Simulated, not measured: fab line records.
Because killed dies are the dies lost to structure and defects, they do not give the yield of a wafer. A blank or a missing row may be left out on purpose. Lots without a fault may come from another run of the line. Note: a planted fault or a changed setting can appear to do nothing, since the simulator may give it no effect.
The tool behind it: which one? :: flow sky130 :: 6 lots, 18 wafers sampled, at 1 step of a route of 708

## WHAT THE GAUGES SHOWED, per wafer
SKY_LDD_HVN_OVL_MEAS_07.
lot: L762
measured: day 21 14:46
on: overlay-02
LDD_HVN_OVL (nm): 1.6 2.3 2.1

lot: L765
measured: day 22 18:56
on: overlay-02
LDD_HVN_OVL (nm): 0.8 0.9 1.4

lot: L768
measured: day 23 17:41
on: overlay-01
LDD_HVN_OVL (nm): -0.1 -0.6 -0.5

lot: L771
measured: day 25 08:34
on: overlay-02
LDD_HVN_OVL (nm): 1.0 3.3 2.8

lot: L781
measured: day 27 18:33
on: overlay-02
LDD_HVN_OVL (nm): 2.7 -0.8 -0.3

lot: L782
measured: day 27 23:40
on: overlay-01
LDD_HVN_OVL (nm): 2.2 3.6 3.7

## TOOL THAT RAN EACH LOT (tool first, then ch and the chambers of the sampled wafers, then the start)
The record shows no process step preceding these readings.

## THE ANSWER, worked out from the rows above alone
Rule: what is usual is taken from the lots themselves. The widest of any qualifying gaps counts: lots, ordered by their means at a reading, are off when they make up no more than a third of the lots, leave a main group of 4 or more, and stand apart from it by 3 or more times the standard deviation of that group's means. A main group is skipped when, at the precision printed for the reading in the tables above, its means are all equal. Also off: a lot with no number at a reading for which 4 or more lots have one. The other lots that the step has rows for count as sound.
No lot is off at any reading shown: from this, nothing can be told.

## WHAT WAS PUT IN BY THE SIMULATOR
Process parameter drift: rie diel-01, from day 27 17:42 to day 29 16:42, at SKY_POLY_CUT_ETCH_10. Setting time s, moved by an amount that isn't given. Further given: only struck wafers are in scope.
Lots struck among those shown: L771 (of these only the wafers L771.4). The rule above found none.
